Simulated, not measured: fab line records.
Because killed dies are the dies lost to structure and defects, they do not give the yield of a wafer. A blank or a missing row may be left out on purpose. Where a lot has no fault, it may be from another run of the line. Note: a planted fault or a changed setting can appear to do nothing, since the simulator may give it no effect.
Which tool was responsible?	flow gf180mcu	12 lots with 36 wafers sampled at 4 steps, on a route of 602 steps

WHAT EACH GAUGE READ, for each wafer
GF_V5_CD_MEAS_14: the cd target is 260 nm. Usual: 259.8 nm for cd_nm, sd 1.2.
lot	measured	on	cd_nm (nm)	flag
L177	day 27 03:12	cd_sem-01	258.5 259.8 258.6	
L178	day 27 11:58	cd_sem-02	258.5 259.0 258.9	
L179	day 27 16:14	cd_sem-02	260.6 260.9 259.9	
L182	day 28 14:59	cd_sem-01	259.9 259.8 259.7	
L183	day 29 02:33	cd_sem-02	261.8 260.5 259.9	
L184	day 29 09:34	cd_sem-02	262.1 262.3 260.3	
L187	day 30 05:11	cd_sem-01	259.9 257.3 259.2	
L194	day 32 03:26	cd_sem-02	261.3 260.1 259.5	
L195	day 32 08:05	cd_sem-01	259.6 260.2 260.9	
L196	day 32 14:50	cd_sem-02	262.6 259.8 261.7	
L197	day 32 22:22	cd_sem-01	258.5 259.2 258.2	
L198	day 33 02:20	cd_sem-01	258.6 259.3 259.2	

GF_V5_OVL_MEAS_15. Usual: V5_OVL typically reads 0 nm, with standard deviation 6.2.
lot	measured	on	V5_OVL (nm)	flag
L177	day 27 03:19	overlay-01	7 -1 9	
L178	day 27 12:05	overlay-01	-7 0 -1	
L179	day 27 16:22	overlay-01	-1 1 -5	
L182	day 28 15:05	overlay-02	-3 3 6	
L183	day 29 02:38	overlay-01	1 1 -1	
L184	day 29 09:41	overlay-01	3 1 7	
L187	day 30 05:19	overlay-01	1 10 4	
L194	day 32 03:34	overlay-01	-1 -12 4	
L195	day 32 08:13	overlay-02	2 4 -5	
L196	day 32 14:56	overlay-02	8 9 1	
L197	day 32 22:28	overlay-01	5 -5 -5	
L198	day 33 02:28	overlay-01	1 -2 -15	

EACH LOT AND THE TOOL THAT RAN IT (in order: tool; ch and the chambers of the sampled wafers; start)
lot	GF_M5_STRIP_11	GF_V5_CMP_04
L177	plasma_asher-01 ch 0,1, day 26 04:55	cmp-02 ch 0,2,3, day 26 05:44
L178	plasma_asher-01 ch 0,1, day 26 14:23	cmp-01 ch 1,3, day 26 15:25
L179	plasma_asher-03 ch 0,1, day 26 18:58	cmp-02 ch 0,1,3, day 26 19:48
L182	plasma_asher-01 ch 0,1, day 27 18:35	cmp-01 ch 0,1,3, day 27 19:31
L183	plasma_asher-03 ch 0,1, day 28 05:56	cmp-01 ch 0,1,2, day 28 06:52
L184	plasma_asher-04 ch 0,1, day 28 13:04	cmp-02 ch 0,1,3, day 28 13:52
L187	plasma_asher-04 ch 0,1, day 29 09:15	cmp-01 ch 0,1,2, day 29 10:05
L194	plasma_asher-03 ch 0,1, day 31 08:40	cmp-01 ch 1,2,3, day 31 10:25
L195	plasma_asher-03 ch 0,1, day 31 13:48	cmp-01 ch 1,2,3, day 31 14:37
L196	plasma_asher-03 ch 0,1, day 31 20:31	cmp-02 ch 1,2,3, day 31 21:22
L197	plasma_asher-04 ch 0,1, day 32 04:51	cmp-02 ch 1,2,3, day 32 05:47
L198	plasma_asher-01 ch 0,1, day 32 08:40	cmp-02 ch 0,1,3, day 32 09:52
- GF_M5_STRIP_11: strips in O2/N2.
- GF_V5_CMP_04: polishes SiO2.

AS READ BY THE TOOLS THEMSELVES (means over the sampled wafers that have a number; for cases with no such wafer, the mark the record gives instead)
GF_M5_STRIP_11. Usual: drypump_motor_current_A 5.9 A, standard deviation 0.42; heater_power_w 331 W, standard deviation 29; oes_product_au 0.523 a.u., standard deviation 0.0052; strip_time_to_endpoint_s 7.03 s, standard deviation 0.048.
lot	tool	drypump_motor_current_A (A)	heater_power_w (W)	oes_product_au (a.u.)	strip_time_to_endpoint_s (s)	flag
L177	plasma_asher-01	5.7	329	0.519	6.99	
L178	plasma_asher-01	6.0	346	0.526	7.03	
L179	plasma_asher-03	6.3	331	0.521	6.98	
L182	plasma_asher-01	5.8	330	0.526	7.01	
L183	plasma_asher-03	6.1	340	0.522	7.02	
L184	plasma_asher-04	5.5	338	0.524	7.08	
L187	plasma_asher-04	5.5	313	0.522	6.97	
L194	plasma_asher-03	6.3	326	0.517	6.96	
L195	plasma_asher-03	6.3	327	0.532	7.08	
L196	plasma_asher-03	6.3	323	0.523	7.02	
L197	plasma_asher-04	5.5	318	0.516	7.02	
L198	plasma_asher-01	5.8	354	0.521	7.02	

GF_V5_CMP_04. Usual: motor_current_A 11.6 A, standard deviation 1.2; platen_rpm 60.00 rpm, standard deviation 0.035.
lot	tool	motor_current_A (A)	platen_rpm (rpm)	flag
L177	cmp-02	12.4	60.03	
L178	cmp-01	10.9	60.00	
L179	cmp-02	11.1	60.01	
L182	cmp-01	11.1	59.97	
L183	cmp-01	11.6	59.98	
L184	cmp-02	11.1	59.97	
L187	cmp-01	11.9	59.99	
L194	cmp-01	11.6	59.97	
L195	cmp-01	11.7	60.01	
L196	cmp-02	12.5	60.02	
L197	cmp-02	11.7	60.01	
L198	cmp-02	11.0	59.97	

THE ANSWER, worked out from the rows above alone
Rule: a lot is off if the mean of its wafers that have a number lies more than 3 standard deviations from the usual mean. A lot without any number at a reading at which 4 lots or more have one is off too. All remaining lots with rows at the step are treated as sound. Order of review: gauges by route order, followed by the tools' own readings, for which a lot's mean as printed above is used. At the first step where some lot is off, the reading lying furthest off is the one used; lots without a number count as furthest.
Nothing can be told from this: no lot is off at any reading shown.

WHAT WAS PUT IN BY THE SIMULATOR
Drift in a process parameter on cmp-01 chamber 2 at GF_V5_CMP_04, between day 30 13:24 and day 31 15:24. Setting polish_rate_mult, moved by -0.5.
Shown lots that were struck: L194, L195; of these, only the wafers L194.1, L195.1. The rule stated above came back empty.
